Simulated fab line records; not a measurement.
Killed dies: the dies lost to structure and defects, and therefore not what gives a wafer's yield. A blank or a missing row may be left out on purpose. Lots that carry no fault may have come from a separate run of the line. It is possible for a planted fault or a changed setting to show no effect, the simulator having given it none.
8D (eight disciplines) problem report, filled in by code    flow sky130    the parts of the form that need people (team, actions taken, sign-off) are left out

## 1. WHAT IS WRONG
Wafers free of any fault read 10.23 nm (standard deviation 0.2) for GATE_OXIDE_OXIDATION_00_THK at SKY_GATE_OXIDE_THK_MEAS_02, against a mean of 9.14 nm on 6 wafers of 2 lots. Measured from the usual mean, that is -5.5 standard deviations.
The first sign was on wafer L872.1 at day 19 17:58, on film_metro-02. Wafers with a number at this step in the record: 36, from 12 lots. Rule for "out", or "out of limits": more than 4 standard deviations from the usual mean. All remaining wafers that have a number are taken as sound.

## 2. WHAT IT IS, WHAT IT ISN'T
question                     is                            is not
which readings at this step  GATE_OXIDE_OXIDATION_00_THK   -
which lots                   L872, L873                    L852, L853, L856, L857, L859, L860, L861, L863, L870, L871
which wafers of those lots   all that have a number        -
read on which gauges         film_metro-02, film_metro-03  film_metro-01
when                         from day 19 17:58             up to then (30 sound wafers)

## 3. WHAT RULES OUT EACH SUSPECT
Counting: a tool at a process step up to the reading stays a suspect if it ran every lot that is out and no sound lot after the first of them.
- the gauge at SKY_GATE_OXIDE_THK_MEAS_02: ruled out. The wafers that are out were read on 2 gauges (film_metro-02, film_metro-03).
- rie_diel-03 at SKY_SONOS_ONO_ETCH_15 (etches the open film in CHF3/O2, target depth 19.52 nm, time 7.8 s): kept. It processed each lot that is out, first L872 at day 19 15:29, and no sound lot thereafter; up to then, the last sound lot it processed was L863 at day 16 14:08.
- furnace-01 at SKY_GATE_OXIDE_OXIDATION_01 (stabilise 600 s, purge 300 s, target thk 10.268 nm): kept. It processed each lot that is out, first L872 at day 19 16:34, and no sound lot thereafter; up to then, the last sound lot it processed was L859 at day 16 10:33.
Left after counting: rie_diel-03 at SKY_SONOS_ONO_ETCH_15, furnace-01 at SKY_GATE_OXIDE_OXIDATION_01.

## 4. THE CAUSE (what the simulator had put in)
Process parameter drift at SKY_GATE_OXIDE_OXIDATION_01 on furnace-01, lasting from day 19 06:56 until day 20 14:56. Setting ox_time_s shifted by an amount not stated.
Of the 2 suspects that counting leaves, this tool is one.

## 5. THE CHAIN OF EFFECTS, in route order
Each row: a reading where the mean over the struck wafers with a number is more than 3 standard deviations away from the usual. Readings are gone through only where the record gives a usual standard deviation; hours: the median, over the lots, of the time from a lot's start at the first step in this table giving one to that lot's start at this step; sigmas: the change measured in usual standard deviations.
hours  step                        reading                      usual     on struck wafers  change  sigmas
0      SKY_GATE_OXIDE_THK_MEAS_02  GATE_OXIDE_OXIDATION_00_THK  10.23 nm  9.14              -1.09   -5.5

## 6. HOW IT WOULD HAVE BEEN CAUGHT EARLIER
In this record the first reading out of limits at a measuring or inspecting step was taken at day 19 17:58, 11 hours after the fault began at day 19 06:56.
Of the lots that are out (2), L873 began SKY_GATE_OXIDE_OXIDATION_01 on furnace-01 after day 19 17:58. A tool hold placed at that time would have kept it from harm.
